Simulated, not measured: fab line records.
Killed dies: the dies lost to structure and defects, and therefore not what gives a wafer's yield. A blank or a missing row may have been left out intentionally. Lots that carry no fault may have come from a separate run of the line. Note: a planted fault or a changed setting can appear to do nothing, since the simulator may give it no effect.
Chamber matching || flow sky130 || cmp-02 running SKY_FIELD_ISO_CMP_27: 4 sister chambers
The step polishes, stops on Si3N4, t overpolish 16 s, target thk 457.8 nm. 8 wafers are shown with their chamber, then 8 later ones without.

== WAFERS, EACH WITH ITS CHAMBER ==
{"wafer": "L078.1", "chamber": 2, "motorCurrentA (A)": 11.5, "timeToEndpointS (s)": 111}
{"wafer": "L083.4", "chamber": 1, "motorCurrentA (A)": 13.0, "timeToEndpointS (s)": 115}
{"wafer": "L083.5", "chamber": 3, "motorCurrentA (A)": 11.1, "timeToEndpointS (s)": 118}
{"wafer": "L083.6", "chamber": 0, "motorCurrentA (A)": 9.4, "timeToEndpointS (s)": 112}
{"wafer": "L087.1", "chamber": 1, "motorCurrentA (A)": 12.4, "timeToEndpointS (s)": 115}
{"wafer": "L087.4", "chamber": 2, "motorCurrentA (A)": 11.7, "timeToEndpointS (s)": 114}
{"wafer": "L087.6", "chamber": 3, "motorCurrentA (A)": 11.5, "timeToEndpointS (s)": 114}
{"wafer": "L088.2", "chamber": 0, "motorCurrentA (A)": 9.8, "timeToEndpointS (s)": 109}

== WAFERS WITH NO CHAMBER GIVEN ==
{"wafer": "L088.3", "motorCurrentA (A)": 11.7, "timeToEndpointS (s)": 113}
{"wafer": "L088.6", "motorCurrentA (A)": 9.4, "timeToEndpointS (s)": 107}
{"wafer": "L090.1", "motorCurrentA (A)": 9.5, "timeToEndpointS (s)": 107}
{"wafer": "L090.3", "motorCurrentA (A)": 11.4, "timeToEndpointS (s)": 112}
{"wafer": "L090.5", "motorCurrentA (A)": 12.0, "timeToEndpointS (s)": 112}
{"wafer": "L094.2", "motorCurrentA (A)": 11.1, "timeToEndpointS (s)": 115}
{"wafer": "L094.4", "motorCurrentA (A)": 9.4, "timeToEndpointS (s)": 107}
{"wafer": "L094.5", "motorCurrentA (A)": 11.6, "timeToEndpointS (s)": 116}

== THE CHAMBER EACH PASSED THROUGH ==
{"wafer": "L088.3", "from the rows above": "can't be placed: 2 or 3", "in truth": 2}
{"wafer": "L088.6", "from the rows above": 0, "in truth": 0}
{"wafer": "L090.1", "from the rows above": 0, "in truth": 0}
{"wafer": "L090.3", "from the rows above": "can't be placed: 2 or 3", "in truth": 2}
{"wafer": "L090.5", "from the rows above": "can't be placed: 2 or 1 or 3", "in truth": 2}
{"wafer": "L094.2", "from the rows above": "can't be placed: 3 or 2", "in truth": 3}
{"wafer": "L094.4", "from the rows above": 0, "in truth": 0}
{"wafer": "L094.5", "from the rows above": "can't be placed: 3 or 2", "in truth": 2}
Correct placement for 3 of the 8. These rows do not allow placing 5 (true chamber among the candidates in 5). 0 placed wrongly.
How it was worked out, from the rows above alone: a wafer's distance from a chamber is the root of the sum, over the readings, of the square of ((its reading less the chamber's mean) divided by the reading's scatter). The wafer belongs to the nearest chamber; if the next one is less than 2 further off, it can't be placed. The mean given for a chamber averages the wafers shown for that chamber. The scatter: the root of (the sum of the squares of (reading less its chamber's mean) over the shown wafers, divided by (wafers less chambers)).
